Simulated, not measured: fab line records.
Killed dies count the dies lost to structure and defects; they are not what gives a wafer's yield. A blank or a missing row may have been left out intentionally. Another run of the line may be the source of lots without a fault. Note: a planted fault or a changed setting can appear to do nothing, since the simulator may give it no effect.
fab line records	flow sfq-line
[record] lots = 14	wafers = 42	last-day = 94
route steps=325 shown M1@59 I2@116 M4@159 I4@164
lots that met no fault: from a run of the same line without faults
start-h: hours from the record's opening day to when the first of the lot's shown wafers began	wait-h: hours from the lot's prior step to this one	" repeats the value in the row above	L1.1+2: one row covering several wafers at once	- either no value or no given start	* or withheld: withheld	< > ~ a bound
route shown NAME@n: a module of which the file shows steps, and the number in the route of the first	usual: mean/standard deviation taken from wafers without a fault	same: alike in all rows	chamber/n: place in a boat	sites: each site's reading	_std_site: the standard deviation of these	_edge_site: outer sites' mean less inner sites'	radius-mm: for every site, how far away it sits from the centre of the wafer	mask NAME#n: copy n	behind: the last tool/chamber to shape the wafer	hold: reason for holding the lot/hours on hold/outcome of the hold	device: the transistor (n, p or np) that didn't switch	end of line: tests of these same wafers at the route's end	a step with no rows: only its recipe	killed: dies that structure and defects cost at the first sort, which is not the same as the wafer's yield	map: the dies of a wafer, with x for killed, . for not killed, _ for no die there
set.NAME: setting as actually run; set.NAME@STEP: the setting as run at that earlier step	model.NAME: the simulator's own value behind a step, which no gauge read
route steps across a sampled set of lots; one table per step, one row per wafer
services: from which hour (start-h, from the record's first day; less than 0 if before it) a tool's chamber was out of use, for how many hours, and why
[[steps]]
[step SFQ_TRILAYER_M1_DEP_SPUTTER_037]
[recipe] material = Nb	base-pressure-pa = 1.33e-06	chamber-pressure-pa = 0.1333	substrate-temp-c = 20	resputter-cathode-voltage-v = 400	target-thk-nm = 200	power-w = 2000	time-s = 133.3
[usual] throttle-valve-pct = 29.9/0.92
lot.wafer	tool	chamber	start-h	wait-h	throttle-valve-pct
L729.2	pvd-sputter-06	-	180.41	0.0	29.4
L729.5	"	-	"	"	29.3
L729.6	"	-	"	"	29.6
L730.3	pvd-sputter-05	-	190.01	0.0	31.5
L730.5	"	-	"	"	31.6
L730.6	"	-	"	"	29.4
L731.2	pvd-sputter-04	-	193.61	0.0	30.8
L731.3	"	-	"	"	30.4
L731.4	"	-	"	"	28.7
L732.2	pvd-sputter-04	-	207.36	0.0	28.0
L732.3	"	-	"	"	30.7
L732.5	"	-	"	"	28.8
L733.3	pvd-sputter-06	-	214.56	0.0	29.3
L733.5	"	-	"	"	29.5
L733.6	"	-	"	"	29.6
L734.2	pvd-sputter-06	-	219.36	0.0	29.4
L734.3	"	-	"	"	29.0
L734.5	"	-	"	"	29.0
L735.1	pvd-sputter-05	-	229.71	0.0	31.8
L735.5	"	-	"	"	31.9
L735.6	"	-	"	"	30.4
L738.1	pvd-sputter-05	-	245.31	0.0	29.5
L738.2	"	-	"	"	31.6
L738.4	"	-	"	"	30.5
L739.3	pvd-sputter-05	-	264.51	0.0	31.8
L739.4	"	-	"	"	29.4
L739.6	"	-	"	"	30.1
L745.1	pvd-sputter-04	-	315.22	0.0	30.7
L745.5	"	-	"	"	30.5
L745.6	"	-	"	"	28.2
L747.1	pvd-sputter-05	-	326.02	0.0	30.2
L747.2	"	-	"	"	31.8
L747.6	"	-	"	"	30.1
L748.2	pvd-sputter-04	-	336.82	0.0	28.3
L748.4	"	-	"	"	30.6
L748.5	"	-	"	"	27.8
L751.1	pvd-sputter-05	-	360.39	0.0	30.5
L751.5	"	-	"	"	30.5
L751.6	"	-	"	"	30.0
L752.1	pvd-sputter-05	-	363.99	0.0	30.6
L752.4	"	-	"	"	30.4
L752.5	"	-	"	"	29.5
[step SFQ_M1_RS_MEAS_909]
[recipe] thk-meas-gauge = four-point-probe	reads = Nb_of_TRILAYER_M1_DEP_SPUTTER_037
[usual] M1_NB_RS = 0.893/0.0095
lot.wafer	tool	chamber	start-h	wait-h	hold	M1_NB_RS[ohm/sq]
L729.2	film-metro-03	-	180.52	0.1	-	0.899
L729.5	"	-	"	"	-	0.900
L729.6	"	-	"	"	-	0.890
L730.3	film-metro-03	-	190.14	0.1	-	0.891
L730.5	"	-	"	"	-	0.881
L730.6	"	-	"	"	-	0.878
L731.2	film-metro-04	-	193.72	0.1	-	0.889
L731.3	"	-	"	"	-	0.899
L731.4	"	-	"	"	-	0.905
L732.2	film-metro-03	-	207.47	0.1	-	0.893
L732.3	"	-	"	"	-	0.887
L732.5	"	-	"	"	-	0.901
L733.3	film-metro-01	-	214.69	0.1	-	0.892
L733.5	"	-	"	"	-	0.883
L733.6	"	-	"	"	-	0.891
L734.2	film-metro-04	-	219.47	0.1	-	0.896
L734.3	"	-	"	"	-	0.901
L734.5	"	-	"	"	-	0.906
L735.1	film-metro-04	-	229.80	0.0	-	0.908
L735.5	"	-	"	"	-	0.912
L735.6	"	-	"	"	-	0.906
L738.1	film-metro-04	-	245.40	0.0	await-dispo/0.2h/release	1.925
L738.2	"	-	"	"	await-dispo/0.2h/release	1.993
L738.4	"	-	"	"	await-dispo/0.2h/release	2.006
L738.1	film-metro-04	-	245.69	0.3	-	1.924
L738.2	"	-	"	"	-	1.999
L738.4	"	-	"	"	-	2.010
L739.3	film-metro-03	-	264.64	0.1	await-dispo/0.2h/release	1.964
L739.4	"	-	"	"	await-dispo/0.2h/release	1.902
L739.6	"	-	"	"	await-dispo/0.2h/release	1.959
L739.3	film-metro-03	-	264.93	0.3	-	1.961
L739.4	"	-	"	"	-	1.904
L739.6	"	-	"	"	-	1.954
L745.1	film-metro-03	-	315.31	0.0	-	0.876
L745.5	"	-	"	"	-	0.882
L745.6	"	-	"	"	-	0.885
L747.1	film-metro-01	-	326.11	0.0	-	0.892
L747.2	"	-	"	"	-	0.899
L747.6	"	-	"	"	-	0.890
L748.2	film-metro-03	-	336.93	0.1	-	0.893
L748.4	"	-	"	"	-	0.888
L748.5	"	-	"	"	-	0.883
L751.1	film-metro-01	-	360.48	0.0	-	0.890
L751.5	"	-	"	"	-	0.891
L751.6	"	-	"	"	-	0.903
L752.1	film-metro-01	-	364.08	0.0	-	0.884
L752.4	"	-	"	"	-	0.888
L752.5	"	-	"	"	-	0.869
[step SFQ_TRILAYER_I2_VIA_STRIP_STRIP_071]
[recipe] gas = O2	power-w = 200	platen-temp-c = 40	overash-fraction = 0.65	chemistry = O2	pressure-mtorr = 50
[usual] drypump-motor-current-A = 5.5/0.67	oes-product-au = 0.997/0.0077
lot.wafer	tool	chamber	start-h	wait-h	drypump-motor-current-A	oes-product-au	rf-hours-counter-h
L729.2	rie-metal-03	0	489.83	-	5.9	1.010	39
L729.5	"	1	"	"	5.7	1.004	-
L729.6	"	0	"	"	5.9	0.995	-
L730.3	rie-metal-02	1	499.63	-	5.2	0.990	-
L730.5	"	0	"	"	4.6	1.002	-
L730.6	"	1	"	"	5.2	0.985	-
L731.2	rie-metal-02	1	516.23	-	5.3	1.000	110
L731.3	"	1	"	"	5.3	1.013	-
L731.4	"	0	"	"	4.7	1.010	-
L732.2	rie-metal-03	0	525.83	-	5.9	1.005	45
L732.3	"	0	"	"	5.9	0.989	-
L732.5	"	0	"	"	5.9	0.994	-
L733.3	rie-metal-02	1	529.63	-	5.3	0.994	-
L733.5	"	0	"	"	4.6	0.998	-
L733.6	"	1	"	"	5.3	0.992	-
L734.2	rie-metal-01	0	543.59	-	6.5	0.999	124
L734.3	"	0	"	"	6.6	0.997	-
L734.5	"	0	"	"	6.5	1.001	-
L735.1	rie-metal-01	0	557.99	-	6.5	1.004	126
L735.5	"	1	"	"	6.2	0.999	-
L735.6	"	0	"	"	6.5	0.991	-
L745.1	rie-metal-01	1	666.18	-	6.2	0.998	149
L745.5	"	1	"	"	6.2	0.997	-
L745.6	"	0	"	"	6.5	0.999	-
L747.1	rie-metal-03	0	681.88	-	5.9	1.007	68
L747.2	"	1	"	"	5.8	0.996	106
L747.6	"	0	"	"	5.8	1.014	-
L748.2	rie-metal-02	0	689.08	-	4.6	0.999	171
L748.4	"	1	"	"	5.2	0.995	-
L748.5	"	0	"	"	4.7	0.995	-
L751.1	rie-metal-03	1	704.68	-	5.7	0.995	111
L751.5	"	0	"	"	5.9	0.998	-
L751.6	"	1	"	"	5.7	1.000	-
L752.1	rie-metal-01	1	724.88	-	6.2	1.006	158
L752.4	"	0	"	"	6.6	0.992	-
L752.5	"	1	"	"	6.2	1.002	-
[step SFQ_TRILAYER_M4_BARC_OPEN_METAL_ETCH_123]
[recipe] mask-material = PR	chemistry = O2	target-depth-nm = 125	target = BARC	icp-w = 600	bias-w = 80	pressure-mtorr = 10	time-s = 41.7
[usual] drypump-motor-current-A = 5.6/0.6	oes-product-au = 0.685/0.0046
lot.wafer	tool	chamber	start-h	wait-h	drypump-motor-current-A	oes-product-au	rf-hours-counter-h
L729.2	rie-metal-03	0	899.60	0.0	5.9	0.690	101
L729.5	"	0	"	"	5.9	0.682	-
L729.6	"	1	"	"	5.7	0.686	-
L730.3	rie-metal-02	0	908.02	0.0	4.6	0.680	-
L730.5	"	1	"	"	5.3	0.685	-
L730.6	"	0	"	"	4.6	0.681	-
L731.2	rie-metal-03	0	933.20	0.0	5.9	0.678	105
L731.3	"	0	"	"	5.9	0.682	-
L731.4	"	1	"	"	5.7	0.678	-
L732.2	rie-metal-04	1	942.80	0.0	6.6	0.692	84
L732.3	"	0	"	"	5.6	0.685	-
L732.5	"	1	"	"	6.6	0.688	-
L733.3	rie-metal-03	0	948.82	0.0	5.9	0.683	-
L733.5	"	1	"	"	5.7	0.683	-
L733.6	"	0	"	"	5.9	0.685	-
L734.2	rie-metal-04	0	962.48	0.0	5.6	0.692	160
L734.3	"	0	"	"	5.6	0.687	-
L734.5	"	0	"	"	5.6	0.688	-
L735.1	rie-metal-04	1	1006.24	0.0	6.6	0.692	91
L735.5	"	1	"	"	6.6	0.688	-
L735.6	"	1	"	"	6.6	0.680	-
L745.1	rie-metal-04	1	1120.75	0.0	6.6	0.685	108
L745.5	"	1	"	"	6.6	0.677	-
L745.6	"	0	"	"	5.6	0.685	-
L747.1	rie-metal-03	1	1138.75	0.0	5.7	0.688	17
L747.2	"	0	"	"	5.9	0.694	132
L747.6	"	1	"	"	5.7	0.678	-
L748.2	rie-metal-03	1	1148.35	0.0	5.7	0.685	18
L748.4	"	1	"	"	5.7	0.685	-
L748.5	"	1	"	"	5.7	0.691	-
L751.1	rie-metal-02	1	1158.50	0.0	5.3	0.688	35
L751.5	"	1	"	"	5.3	0.680	-
L751.6	"	0	"	"	4.6	0.685	-
L752.1	rie-metal-02	0	1171.70	0.0	4.6	0.683	59
L752.4	"	0	"	"	4.6	0.687	-
L752.5	"	1	"	"	5.3	0.679	-
[step SFQ_TRILAYER_I4_CMP_CMP_100]
[recipe] material = SiO2	down-force-psi = 3	platen-rpm = 60	pad-velocity-m-s = 0.94248
[usual] motor-current-A = 10.2/0.96	time-to-endpoint-s = 215/9.5
lot.wafer	tool	chamber	start-h	wait-h	motor-current-A	time-to-endpoint-s
L729.2	cmp-02	2	902.25	1.7	9.7	218
L729.6	"	0	903.25	2.6	10.2	222
L729.5	"	1	"	"	11.2	208
L730.3	cmp-01	2	912.87	3.9	11.1	211
L730.6	"	0	913.87	4.8	8.9	218
L730.5	"	1	"	"	12.2	206
L731.2	cmp-01	3	934.24	0.0	10.0	205
L731.3	"	0	"	"	8.5	202
L731.4	"	1	"	"	11.8	207
L732.3	cmp-02	1	944.45	0.6	11.1	217
L732.2	"	0	945.95	2.2	10.2	231
L732.5	"	1	"	"	10.7	223
L733.3	cmp-02	0	950.84	1.0	9.7	218
L733.6	"	2	951.84	2.0	9.2	212
L733.5	"	3	"	"	10.7	208
L734.2	cmp-02	1	964.04	0.5	10.9	199
L734.3	"	2	"	"	8.8	214
L734.5	"	0	965.54	2.0	10.5	216
L735.1	cmp-01	2	1008.57	0.5	10.5	214
L735.6	"	1	1010.07	2.0	11.9	208
L735.5	"	2	"	"	10.0	225
L745.1	cmp-01	1	1122.29	0.5	12.3	207
L745.6	"	0	1123.79	2.0	8.3	208
L745.5	"	1	"	"	12.2	217
L747.2	cmp-02	3	1140.29	0.5	10.6	215
L747.1	"	1	1141.29	1.5	10.9	218
L747.6	"	2	"	"	9.4	229
L748.4	cmp-01	2	1150.57	1.2	10.2	246
L748.2	"	0	1151.57	2.2	9.4	216
L748.5	"	2	1152.57	3.2	10.2	228
L751.1	cmp-02	0	1159.54	0.0	10.0	205
L751.6	"	0	1161.54	2.0	10.4	211
L751.5	"	1	"	"	10.6	200
L752.4	cmp-02	1	1173.24	0.5	10.8	216
L752.1	"	3	1174.24	1.5	10.0	213
L752.5	"	1	1175.24	2.5	10.4	218
[[services]]
tool	chamber	start-h	hours	kind
cmp-02	-	236.72	4.0	pm
cmp-02	-	256.53	1.5	repair
rie-metal-03	0	265.87	2.5	repair
cmp-02	-	357.25	2.1	repair
rie-metal-02	1	386.16	1.8	repair
cmp-02	-	487.02	5.3	pm
cmp-02	-	501.67	2.2	repair
rie-metal-03	-	507.09	1.4	pm
rie-metal-03	-	561.09	14.6	pm
cmp-02	-	579.31	4.0	pm
cmp-02	-	583.31	4.2	pm
cmp-02	-	692.89	0.3	repair
rie-metal-02	0	732.77	3.9	repair
pvd-sputter-05	-	772.01	0.9	repair
rie-metal-03	-	787.32	2.5	repair
rie-metal-02	-	826.05	9.1	repair
cmp-02	-	841.49	1.4	repair
cmp-02	-	867.24	6.0	pm
cmp-02	-	921.64	4.0	pm
rie-metal-02	-	925.10	0.3	repair
rie-metal-02	-	959.84	2.8	pm
cmp-02	-	1023.93	3.4	repair
rie-metal-03	0	1034.49	25.3	repair
rie-metal-03	-	1142.00	2.8	pm
[[key]]
[first-sign] step = SFQ_M1_RS_MEAS_909	reading = visit	direction = added
[effect] step = SFQ_M1_RS_MEAS_909	reading = M1_NB_RS	direction = up	sigmas = 99+	usual = 0.893	struck = 1.958
met-at SFQ_TRILAYER_M1_DEP_SPUTTER_037
struck-lots L738,L739
scrapped-behind SFQ_M1_RS_MEAS_909 L738.1,L738.2,L738.4,L739.3,L739.4,L739.6
not-acting-at SFQ_TRILAYER_I2_VIA_STRIP_STRIP_071,SFQ_TRILAYER_M4_BARC_OPEN_METAL_ETCH_123,SFQ_TRILAYER_I4_CMP_CMP_100
onset-between 229.71 245.31
[fault] kind = process-parameter-drift	tool = pvd-sputter-05	chamber = -	onset-h = 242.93	steps = SFQ_TRILAYER_M1_DEP_SPUTTER_037	channel = target-thk-nm	offset = -107.03	shape = step	end-h = 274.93	acts-in = these-recipes-only	stated = 200
